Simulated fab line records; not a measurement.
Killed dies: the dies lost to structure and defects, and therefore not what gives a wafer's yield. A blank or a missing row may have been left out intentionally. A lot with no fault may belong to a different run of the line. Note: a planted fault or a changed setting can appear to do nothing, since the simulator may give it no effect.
fab line records	flow sky130	part 1 of 2: steps 1 to 43 of 44
[record] lots = 6	wafers = 18	last_day = 48
route steps=708 shown SONOS_TUNNEL@160 SONOS_ONO@168 GATE_OXIDE@187 PAD_OPEN@708
lots untouched by any fault: they come from a run of this same line in which no faults occurred
start_h: hours from the record's opening day to when the first of the lot's shown wafers began	wait_h: hours since the lot's step before	" same as the row above	L1.1+2: several wafers, shown together as one row	- no value, or no start given	* or withheld: withheld	< > ~ a bound
route shown NAME@n: a module of which the file shows steps, and the number in the route of the first	usual: mean/standard deviation taken from wafers without a fault	same: alike in all rows	chamber/n: place in a boat	sites: readings site by site	_std_site: standard deviation of those values	_edge_site: inner sites' mean taken away from outer sites' mean	radius_mm: for every site, how far away it sits from the centre of the wafer	mask NAME#n: copy n	behind: the most recent tool/chamber to have shaped the wafer	hold: cause of the lot's hold/its duration in hours/its outcome	device: transistor that didn't switch, given as n, p or np	end of line: tests run on the same wafers once the route is complete	a step with no rows: only its recipe	killed: not the wafer's yield, but the dies lost to structure and defects at the first sort	map: dies across one wafer; x = killed, . = not, _ = none there
set.NAME: setting as actually run; set.NAME@STEP: the setting as run at that earlier step	model.NAME: the simulator's own value behind a step, which no gauge read
lots seen at some steps along the route; tables by step, rows by wafer
services: a tool's chamber out of use, with start hour (start_h, from the record's first day; less than 0 if before it), hours out, and reason
[[steps]]
[step SKY_SONOS_TUNNEL_DEVELOP_06]
[recipe] resist = NOVOLAK	developer = TMAH	develop_time_s = 60	dev_temp_c = 23
[step SKY_SONOS_TUNNEL_CD_MEAS_07]
[recipe] target_cd_nm = 410
[usual] cd_nm = 410.0/2.4
lot.wafer	tool	chamber	start_h	wait_h	cd_nm
L486.2	cd_sem-01	-	243.50	0.1	411.0
L486.3	"	-	"	"	412.4
L486.4	"	-	"	"	411.8
L487.1	cd_sem-01	-	255.11	0.1	407.1
L487.2	"	-	"	"	407.7
L487.4	"	-	"	"	407.8
L488.3	cd_sem-01	-	261.40	0.1	413.0
L488.5	"	-	"	"	415.3
L488.6	"	-	"	"	409.1
L490.1	cd_sem-02	-	274.48	0.1	412.5
L490.4	"	-	"	"	412.7
L490.6	"	-	"	"	415.5
L500.1	cd_sem-02	-	368.55	0.1	407.9
L500.3	"	-	"	"	410.1
L500.6	"	-	"	"	408.8
L501.1	cd_sem-01	-	374.70	0.1	408.9
L501.2	"	-	"	"	409.9
L501.5	"	-	"	"	408.1
[step SKY_SONOS_TUNNEL_OVL_MEAS_08]
[usual] SONOS_TUNNEL_OVL = -0.7/1.6
lot.wafer	tool	chamber	start_h	wait_h	SONOS_TUNNEL_OVL[nm]
L486.2	overlay-01	-	243.60	0.1	1.3
L486.3	"	-	"	"	0.4
L486.4	"	-	"	"	2.1
L487.1	overlay-02	-	255.23	0.1	-0.4
L487.2	"	-	"	"	-0.4
L487.4	"	-	"	"	-0.9
L488.3	overlay-02	-	261.50	0.1	1.3
L488.5	"	-	"	"	-0.7
L488.6	"	-	"	"	0.6
L490.1	overlay-01	-	274.60	0.1	-0.3
L490.4	"	-	"	"	-1.3
L490.6	"	-	"	"	-0.9
L500.1	overlay-01	-	368.67	0.1	-0.4
L500.3	"	-	"	"	-1.5
L500.6	"	-	"	"	-1.9
L501.1	overlay-02	-	374.82	0.1	-2.6
L501.2	"	-	"	"	-2.0
L501.5	"	-	"	"	-2.0
[step SKY_SONOS_TUNNEL_IMPLANT_09]
[recipe] species = B	energy_kev = 20	dose_cm2 = 1e+12	tilt_deg = withheld
[step SKY_SONOS_TUNNEL_WET_ETCH_10]
[recipe] chemistry = dHF	target_depth_nm = 14	target = SiO2	dilution = 100:1	temp_c = 25	time_s = 280
[step SKY_SONOS_TUNNEL_STRIP_11]
[recipe] chemistry = SPM	time_s = 600	temp_c = 130
[step SKY_SONOS_TUNNEL_TW_MEAS_12]
[usual] SONOS_TUNNEL_TW = 197.5/1
lot.wafer	tool	chamber	start_h	wait_h	SONOS_TUNNEL_TW
L486.2	film_metro-02	-	244.08	0.0	198.8
L486.3	"	-	"	"	199.1
L486.4	"	-	"	"	198.0
L487.1	film_metro-01	-	255.71	0.0	197.1
L487.2	"	-	"	"	196.6
L487.4	"	-	"	"	196.2
L488.3	film_metro-04	-	261.95	0.0	198.5
L488.5	"	-	"	"	197.4
L488.6	"	-	"	"	197.7
L490.1	film_metro-04	-	275.05	0.0	198.1
L490.4	"	-	"	"	198.3
L490.6	"	-	"	"	197.8
L500.1	film_metro-02	-	369.12	0.0	196.5
L500.3	"	-	"	"	197.8
L500.6	"	-	"	"	197.3
L501.1	film_metro-01	-	375.28	0.0	196.6
L501.2	"	-	"	"	196.9
L501.5	"	-	"	"	196.9
[step SKY_SONOS_TUNNEL_CLEAN_13]
[recipe] chemistry = dHF	time_s = 20	dilution = 100:1	dry = ipa_marangoni
[step SKY_SONOS_ONO_OXIDATION_00]
[recipe] temp_c = 800	ambient = O2	idle_temp_c = 700	ramp_up_c_per_min = 10	ramp_down_c_per_min = 3	stabilise_s = 600	purge_s = 300	target_thk_a = 26	ox_time_s = 1249
[step SKY_SONOS_ONO_THK_MEAS_01]
[recipe] reads = SiO2_of_SONOS_ONO_OXIDATION_00
[usual] SONOS_ONO_OXIDATION_THK = 2.60/0.055
lot.wafer	tool	chamber	start_h	wait_h	SONOS_ONO_OXIDATION_THK[nm]
L486.2	film_metro-02	-	245.61	0.0	2.70
L486.3	"	-	"	"	2.59
L486.4	"	-	"	"	2.58
L487.1	film_metro-03	-	258.97	0.0	2.59
L487.2	"	-	"	"	2.53
L487.4	"	-	"	"	2.56
L488.3	film_metro-03	-	264.51	0.0	2.56
L488.5	"	-	"	"	2.58
L488.6	"	-	"	"	2.57
L490.1	film_metro-04	-	276.47	0.0	2.58
L490.4	"	-	"	"	2.63
L490.6	"	-	"	"	2.65
L500.1	film_metro-03	-	370.55	0.0	2.55
L500.3	"	-	"	"	2.53
L500.6	"	-	"	"	2.57
L501.1	film_metro-04	-	377.26	0.0	2.57
L501.2	"	-	"	"	2.67
L501.5	"	-	"	"	2.54
[step SKY_SONOS_ONO_CVD_02]
[recipe] material = Si3N4	precursor = DCS/NH3	target_thk_nm = 10.5	temp_c = 770	time_s = 180	pressure_mtorr = 250
[step SKY_SONOS_ONO_THK_MEAS_03]
[recipe] reads = Si3N4_of_SONOS_ONO_CVD_02
[usual] SONOS_ONO_CVD_02_THK = 10.64/0.13
lot.wafer	tool	chamber	start_h	wait_h	SONOS_ONO_CVD_02_THK[nm]
L486.2	film_metro-04	-	257.12	0.0	10.53
L486.3	"	-	"	"	10.58
L486.4	"	-	"	"	10.54
L487.1	film_metro-02	-	264.42	0.0	10.81
L487.2	"	-	"	"	10.86
L487.4	"	-	"	"	10.81
L488.3	film_metro-02	-	272.07	0.0	10.60
L488.5	"	-	"	"	10.53
L488.6	"	-	"	"	10.67
L490.1	film_metro-02	-	278.11	0.0	10.56
L490.4	"	-	"	"	10.47
L490.6	"	-	"	"	10.55
L500.1	film_metro-03	-	371.66	0.0	10.88
L500.3	"	-	"	"	11.02
L500.6	"	-	"	"	10.94
L501.1	film_metro-03	-	379.53	0.0	10.55
L501.2	"	-	"	"	10.50
L501.5	"	-	"	"	10.50
[step SKY_SONOS_ONO_CVD_04]
[recipe] material = SiO2	precursor = SiH4/N2O	target_thk_nm = 5.7199	temp_c = 900	pressure_mtorr = 400
[usual] pressure_mtorr = 399.9/0.75
lot.wafer	tool	chamber	start_h	wait_h	pressure_mtorr	model.SiO2_of_SONOS_ONO_CVD_04.thk_nm
L486.2	lpcvd-03	1	257.17	0.0	400.3	5.727
L486.3	"	1	"	"	401.6	5.663
L486.4	"	1	"	"	400.2	5.588
L487.1	lpcvd-03	1	264.48	0.1	399.7	5.691
L487.2	"	1	"	"	400.7	5.674
L487.4	"	1	"	"	400.3	5.621
L488.3	lpcvd-03	1	272.11	0.0	399.2	5.677
L488.5	"	1	"	"	400.8	5.734
L488.6	"	1	"	"	398.3	5.814
L490.1	lpcvd-03	1	278.17	0.1	399.2	5.86
L490.4	"	1	"	"	399.7	5.831
L490.6	"	1	"	"	400.9	5.787
L500.1	lpcvd-03	1	371.72	0.1	399.4	5.154
L500.3	"	1	"	"	400.0	5.174
L500.6	"	1	"	"	400.6	5.084
L501.1	lpcvd-03	0	379.59	0.1	399.1	5.235
L501.2	"	0	"	"	399.5	5.262
L501.5	"	0	"	"	401.0	5.266
[step SKY_SONOS_ONO_THK_MEAS_05]
[recipe] reads = SiO2_of_SONOS_ONO_CVD_04
[usual] SONOS_ONO_CVD_04_THK = 5.72/0.088
lot.wafer	tool	chamber	start_h	wait_h	SONOS_ONO_CVD_04_THK[nm]
L486.2	film_metro-02	-	258.43	0.0	5.73
L486.3	"	-	"	"	5.67
L486.4	"	-	"	"	5.60
L487.1	film_metro-04	-	265.73	0.0	5.69
L487.2	"	-	"	"	5.65
L487.4	"	-	"	"	5.63
L488.3	film_metro-03	-	273.38	0.0	5.67
L488.5	"	-	"	"	5.73
L488.6	"	-	"	"	5.80
L490.1	film_metro-04	-	279.42	0.0	5.87
L490.4	"	-	"	"	5.84
L490.6	"	-	"	"	5.77
L500.1	film_metro-03	-	372.97	0.0	5.15
L500.3	"	-	"	"	5.16
L500.6	"	-	"	"	5.11
L501.1	film_metro-02	-	380.84	0.0	5.22
L501.2	"	-	"	"	5.31
L501.5	"	-	"	"	5.33
[step SKY_SONOS_ONO_DEHYDRATE_06]
[recipe] temp_c = 200	time_s = 60
[step SKY_SONOS_ONO_HMDS_07]
[recipe] prime_time_s = 60	prime_temp_c = 120
[step SKY_SONOS_ONO_COAT_08]
[recipe] resist = NOVOLAK	spin_rpm = 3000	resist_thk_nm = 1140
[step SKY_SONOS_ONO_SOFTBAKE_09]
[recipe] temp_c = 90	time_s = 60	resist = NOVOLAK
[step SKY_SONOS_ONO_EXPOSE_10]
[recipe] mask_id = ONOM	target_cd_nm = 410	na = 0.6	source_shape = conventional	sigma_outer = 0.6	dose_mj = 150
[step SKY_SONOS_ONO_PEB_11]
[recipe] temp_c = withheld	time_s = *	resist = NOVOLAK
[step SKY_SONOS_ONO_DEVELOP_12]
[recipe] develop_time_s = 60	dev_temp_c = 23
[step SKY_SONOS_ONO_CD_MEAS_13]
[recipe] target_cd_nm = 410
[usual] cd_nm = 410.3/2.1
lot.wafer	tool	chamber	start_h	wait_h	cd_nm
L486.2	cd_sem-02	-	281.92	0.1	409.0
L486.3	"	-	"	"	410.1
L486.4	"	-	"	"	409.8
L487.1	cd_sem-01	-	289.40	0.1	412.4
L487.2	"	-	"	"	411.0
L487.4	"	-	"	"	411.3
L488.3	cd_sem-02	-	297.99	0.1	415.0
L488.5	"	-	"	"	414.3
L488.6	"	-	"	"	413.8
L490.1	cd_sem-01	-	303.85	0.1	411.1
L490.4	"	-	"	"	411.7
L490.6	"	-	"	"	410.9
L500.1	cd_sem-02	-	401.80	0.1	411.4
L500.3	"	-	"	"	406.6
L500.6	"	-	"	"	408.2
L501.1	cd_sem-02	-	409.59	0.1	405.9
L501.2	"	-	"	"	407.9
L501.5	"	-	"	"	407.2
[step SKY_SONOS_ONO_OVL_MEAS_14]
[usual] SONOS_ONO_OVL = -0.7/1.4
lot.wafer	tool	chamber	start_h	wait_h	SONOS_ONO_OVL[nm]
L486.2	overlay-02	-	282.03	0.1	0.4
L486.3	"	-	"	"	0.2
L486.4	"	-	"	"	-3.1
L487.1	overlay-02	-	289.52	0.1	1.2
L487.2	"	-	"	"	0.5
L487.4	"	-	"	"	1.6
L488.3	overlay-01	-	298.09	0.1	-0.8
L488.5	"	-	"	"	-2.7
L488.6	"	-	"	"	0.8
L490.1	overlay-01	-	303.97	0.1	0.1
L490.4	"	-	"	"	0.8
L490.6	"	-	"	"	-0.5
L500.1	overlay-02	-	401.92	0.1	-0.7
L500.3	"	-	"	"	-1.4
L500.6	"	-	"	"	-1.5
L501.1	overlay-02	-	409.71	0.1	0.3
L501.2	"	-	"	"	-2.0
L501.5	"	-	"	"	-0.8
[step SKY_SONOS_ONO_ETCH_15]
[recipe] target_depth_nm = 19.52	chemistry = CHF3/O2	source_w = 600	bias_w = 200	pressure_mtorr = 40	chf3_flow_sccm = 50	O2_flow_sccm = 5	time_s = 7.8
[usual] drypump_motor_current_A = 5.8/0.49	oes_product_au = 1.000/0.0087	rf_fwd_power_W = 588/3	throttle_valve_pct = 8.825/0.01
lot.wafer	tool	chamber	start_h	wait_h	drypump_motor_current_A	oes_product_au	rf_fwd_power_W	rf_hours_counter_h	throttle_valve_pct
L486.2	rie_diel-01	2	282.06	0.0	5.9	1.001	590	12	8.831
L486.3	"	3	"	"	5.0	0.996	591	102	8.821
L486.4	"	1	"	"	6.1	0.992	588	75	8.843
L487.1	rie_diel-02	1	289.56	0.0	5.9	1.005	583	4	8.825
L487.2	"	0	"	"	6.1	1.009	590	26	8.814
L487.4	"	2	"	"	6.7	0.994	592	4	8.815
L488.3	rie_diel-02	1	298.11	0.0	5.9	1.002	584	4	8.823
L488.5	"	0	"	"	6.1	0.997	591	-	8.823
L488.6	"	3	"	"	6.4	1.010	585	-	8.820
L490.1	rie_diel-03	3	304.01	0.0	5.1	1.009	586	74	8.817
L490.4	"	1	"	"	5.6	0.998	591	-	8.830
L490.6	"	3	"	"	5.1	1.004	585	-	8.838
L500.1	rie_diel-03	3	401.96	0.0	5.1	1.002	586	75	8.831
L500.3	"	1	"	"	5.6	0.988	592	6	8.806
L500.6	"	3	"	"	5.1	1.002	583	-	8.833
L501.1	rie_diel-02	2	409.75	0.0	6.7	0.992	590	6	8.833
L501.2	"	0	"	"	6.1	0.995	589	28	8.825
L501.5	"	0	"	"	6.1	0.999	588	-	8.833
[step SKY_SONOS_ONO_WET_ETCH_16]
[recipe] chemistry = dHF	target_depth_nm = 14	dry = n2_spin	target = SiO2	dilution = 100:1	temp_c = 25	time_s = 280
[step SKY_SONOS_ONO_STRIP_17]
[recipe] chemistry = O2/N2	power_w = 1400	pressure_mtorr = 1500	platen_temp_c = withheld	o2_flow_sccm = 3000	n2_flow_sccm = 300	overash_fraction = 0.5
[usual] drypump_motor_current_A = 5.6/0.59	o2_flow_sccm = 3001/7.8	oes_product_au = 0.710/0.0047	strip_time_to_endpoint_s = 14.10/0.045
lot.wafer	tool	chamber	start_h	wait_h	drypump_motor_current_A	o2_flow_sccm	oes_product_au	rf_hours_counter_h	strip_time_to_endpoint_s
L486.2	plasma_asher-01	1	282.18	0.0	5.8	2993	0.715	48	14.11
L486.3	"	0	"	"	5.2	3004	0.701	-	14.08
L486.4	"	1	"	"	5.8	3002	0.705	-	14.04
L487.1	plasma_asher-03	1	289.67	0.0	4.9	2996	0.707	62	14.10
L487.2	"	0	"	"	6.3	3003	0.711	62	14.09
L487.4	"	1	"	"	4.9	3004	0.705	-	14.12
L488.3	plasma_asher-03	1	298.25	0.0	4.9	3005	0.707	-	14.07
L488.5	"	1	"	"	4.9	3012	0.706	-	14.10
L488.6	"	0	"	"	6.2	2992	0.715	-	14.02
L490.1	plasma_asher-03	0	304.13	0.0	6.3	3009	0.716	64	14.12
L490.4	"	0	"	"	6.3	2999	0.707	-	14.14
L490.6	"	1	"	"	4.9	2985	0.715	-	14.12
L500.1	plasma_asher-01	1	402.07	0.0	5.8	2988	0.710	56	14.07
L500.3	"	0	"	"	5.2	3007	0.705	-	14.08
L500.6	"	1	"	"	5.8	3003	0.713	-	14.11
L501.1	plasma_asher-02	1	409.85	0.0	4.8	3005	0.716	71	14.15
L501.2	"	0	"	"	6.4	2998	0.709	71	14.14
L501.5	"	1	"	"	4.9	2989	0.713	-	14.12
[step SKY_SONOS_ONO_WET_ETCH_18]
[recipe] chemistry = H3PO4	target_depth_nm = 15	target = Si3N4	temp_c = 160	time_s = 172
[step SKY_GATE_OXIDE_CLEAN_00]
[recipe] chemistry = SC1/SC2	mix = 1:4:20	temp_c = 70	time_s = 150	dry = n2_spin
[step SKY_GATE_OXIDE_OXIDATION_01]
[recipe] temp_c = 900	ambient = O2	stabilise_s = 600	purge_s = 300	target_thk_a = 102.68	ox_time_s = 1473
[step SKY_GATE_OXIDE_THK_MEAS_02]
[recipe] reads = SiO2_of_GATE_OXIDE_OXIDATION_01
[usual] GATE_OXIDE_OXIDATION_00_THK = 10.27/0.17
lot.wafer	tool	chamber	start_h	wait_h	GATE_OXIDE_OXIDATION_00_THK[nm]
L486.2	film_metro-03	-	283.80	0.0	10.09
L486.3	"	-	"	"	10.09
L486.4	"	-	"	"	10.09
L487.1	film_metro-02	-	291.96	0.0	10.34
L487.2	"	-	"	"	10.05
L487.4	"	-	"	"	10.17
L488.3	film_metro-01	-	300.93	0.0	10.28
L488.5	"	-	"	"	9.99
L488.6	"	-	"	"	10.27
L490.1	film_metro-01	-	306.34	0.0	10.39
L490.4	"	-	"	"	10.32
L490.6	"	-	"	"	10.32
L500.1	film_metro-01	-	403.68	0.0	10.60
L500.3	"	-	"	"	10.25
L500.6	"	-	"	"	10.51
L501.1	film_metro-03	-	411.73	0.0	10.34
L501.2	"	-	"	"	10.49
L501.5	"	-	"	"	10.31
[step SKY_GATE_OXIDE_DEHYDRATE_03]
[recipe] temp_c = 200	time_s = 60
[step SKY_GATE_OXIDE_HMDS_04]
[recipe] prime_time_s = 60	prime_temp_c = 120
[step SKY_GATE_OXIDE_COAT_05]
[recipe] resist = NOVOLAK	spin_rpm = 3000	resist_thk_nm = 1140
[step SKY_GATE_OXIDE_SOFTBAKE_06]
[recipe] temp_c = 90	time_s = 60	resist = NOVOLAK
[step SKY_GATE_OXIDE_EXPOSE_07]
[recipe] mask_id = LVOM	na = 0.6	source_shape = conventional	sigma_outer = 0.6	polarization = unpolarized	target_cd_nm = 600	dose_mj = 170
[step SKY_GATE_OXIDE_PEB_08]
[recipe] temp_c = withheld	time_s = *	resist = NOVOLAK
[step SKY_GATE_OXIDE_DEVELOP_09]
[recipe] resist = NOVOLAK	developer = TMAH	develop_time_s = 60	dev_temp_c = 23
[step SKY_GATE_OXIDE_OVL_MEAS_10]
[usual] GATE_OXIDE_OVL = 0.6/1.3
lot.wafer	tool	chamber	start_h	wait_h	GATE_OXIDE_OVL[nm]
L486.2	overlay-01	-	309.46	0.1	0.2
L486.3	"	-	"	"	3.0
L486.4	"	-	"	"	3.5
L487.1	overlay-01	-	317.39	0.1	0.1
L487.2	"	-	"	"	-0.2
L487.4	"	-	"	"	0.3
L488.3	overlay-02	-	324.72	0.1	1.2
L488.5	"	-	"	"	3.5
L488.6	"	-	"	"	1.8
L490.1	overlay-01	-	330.89	0.1	-1.3
L490.4	"	-	"	"	-0.4
L490.6	"	-	"	"	0.4
L500.1	overlay-02	-	433.40	0.1	0.8
L500.3	"	-	"	"	-0.7
L500.6	"	-	"	"	-0.5
L501.1	overlay-02	-	442.24	0.1	-1.8
L501.2	"	-	"	"	-0.5
L501.5	"	-	"	"	0.3
[step SKY_GATE_OXIDE_IMPLANT_11]
[recipe] species = B	energy_kev = 10	dose_cm2 = 2.6e+12	tilt_deg = withheld
[step SKY_GATE_OXIDE_WET_ETCH_12]
[recipe] chemistry = dHF	target_depth_nm = 16.8	dry = n2_spin	target = SiO2	dilution = 100:1	temp_c = 25	time_s = 336
[step SKY_GATE_OXIDE_STRIP_13]
[recipe] chemistry = O2/N2	power_w = 1400	pressure_mtorr = 1500	platen_temp_c = withheld	o2_flow_sccm = 3000	n2_flow_sccm = 300	overash_fraction = 0.5
[usual] drypump_motor_current_A = 5.6/0.47	o2_flow_sccm = 2999/9.9	oes_product_au = 0.716/0.0047	strip_time_to_endpoint_s = 14.20/0.039
lot.wafer	tool	chamber	start_h	wait_h	drypump_motor_current_A	o2_flow_sccm	oes_product_au	rf_hours_counter_h	strip_time_to_endpoint_s
L486.2	plasma_asher-03	1	309.76	0.0	4.9	3000	0.715	64	14.20
L486.3	"	0	"	"	6.3	3000	0.717	-	14.20
L486.4	"	1	"	"	4.9	3008	0.716	-	14.17
L487.1	plasma_asher-04	1	317.69	0.0	5.8	2996	0.715	19	14.24
L487.2	"	0	"	"	5.5	3015	0.710	19	14.15
L487.4	"	0	"	"	5.6	2997	0.711	-	14.15
L488.3	plasma_asher-03	1	325.03	0.0	4.9	3007	0.714	-	14.20
L488.5	"	0	"	"	6.3	3004	0.708	-	14.15
L488.6	"	1	"	"	4.9	3002	0.714	-	14.15
L490.1	plasma_asher-03	0	331.19	0.0	6.2	3002	0.707	66	14.22
L490.4	"	0	"	"	6.3	3005	0.720	-	14.21
L490.6	"	1	"	"	4.9	2979	0.712	-	14.21
L500.1	plasma_asher-04	1	433.69	0.0	5.8	3021	0.720	31	14.18
L500.3	"	0	"	"	5.5	3014	0.706	-	14.19
L500.6	"	1	"	"	5.8	3007	0.716	-	14.19
L501.1	plasma_asher-04	0	442.65	0.0	5.5	3004	0.717	32	14.12
L501.2	"	1	"	"	5.8	2993	0.721	32	14.17
L501.5	"	1	"	"	5.8	2994	0.710	-	14.16
[step SKY_GATE_OXIDE_TW_MEAS_14]
[usual] GATE_OXIDE_TW = 223.8/1.5
lot.wafer	tool	chamber	start_h	wait_h	GATE_OXIDE_TW
L486.2	film_metro-01	-	309.87	0.1	223.0
L486.3	"	-	"	"	222.2
L486.4	"	-	"	"	223.1
L487.1	film_metro-01	-	317.79	0.1	222.3
L487.2	"	-	"	"	223.4
L487.4	"	-	"	"	222.8
L488.3	film_metro-02	-	325.12	0.1	225.9
L488.5	"	-	"	"	225.9
L488.6	"	-	"	"	225.6
L490.1	film_metro-01	-	331.29	0.1	221.6
L490.4	"	-	"	"	222.4
L490.6	"	-	"	"	224.0
L500.1	film_metro-01	-	433.79	0.1	223.7
L500.3	"	-	"	"	222.0
L500.6	"	-	"	"	223.8
L501.1	film_metro-02	-	442.75	0.1	225.5
L501.2	"	-	"	"	225.9
L501.5	"	-	"	"	224.7
[step SKY_GATE_OXIDE_CLEAN_15]
[recipe] chemistry = SC1/SC2	mix = 1:4:20	temp_c = 70	time_s = 150	dry = n2_spin
lot.wafer	tool	chamber	start_h	wait_h	model.SiO2_of_SONOS_ONO_CVD_04.thk_nm
L486.2	wet_bench-04	1	309.92	0.0	4.225
L486.3	"	1	"	"	4.157
L486.4	"	1	"	"	4.081
L487.1	wet_bench-04	2	317.85	0.1	4.177
L487.2	"	2	"	"	4.16
L487.4	"	2	"	"	4.106
L488.3	wet_bench-01	0	325.16	0.0	4.153
L488.5	"	0	"	"	4.207
L488.6	"	0	"	"	4.284
L490.1	wet_bench-01	3	331.35	0.1	4.346
L490.4	"	3	"	"	4.318
L490.6	"	3	"	"	4.274
L500.1	wet_bench-01	0	433.85	0.1	3.648
L500.3	"	0	"	"	3.664
L500.6	"	0	"	"	3.577
L501.1	wet_bench-01	2	442.81	0.1	3.729
L501.2	"	2	"	"	3.756
L501.5	"	2	"	"	3.76
[[key]]
[first_sign] step = SKY_SONOS_ONO_THK_MEAS_05	reading = SONOS_ONO_CVD_04_THK	direction = down	sigmas = 5.7	usual = 5.72	struck = 5.21
effect none on later readings
[model_effect] step = SKY_SONOS_ONO_CVD_04	value = SiO2_of_SONOS_ONO_CVD_04.thk_nm	without = 5.704	struck = 5.196
[model_effect] step = SKY_GATE_OXIDE_CLEAN_15	value = SiO2_of_SONOS_ONO_CVD_04.thk_nm	without = 4.197	struck = 3.689
[model_effect] step = SKY_PAD_OPEN_PROBE_99	value = etest.cap_ono.gate_log10_a_cm2	without = -8.084	struck = -7.428
met_at SKY_SONOS_ONO_CVD_04
struck_wafers L500.1,L500.3,L500.6,L501.1,L501.2,L501.5
tester_left_out L500,L501
onset_between 278.17 371.72
also_fits time
[fault] kind = process_parameter_drift	tool = lpcvd-03	chamber = -	onset_h = 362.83	steps = SKY_SONOS_ONO_CVD_04	channel = target_thk_nm	offset = -0.50758	shape = step	end_h = 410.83	stated = 5.7199
// tester_left_out: of these lots the tester's yield and bins aren't shown, on N5 and GAA mostly nor the transistor test; their killed dies are dies lost to structure and defects alone, not to doping, threshold or leakage, so they don't give the yield
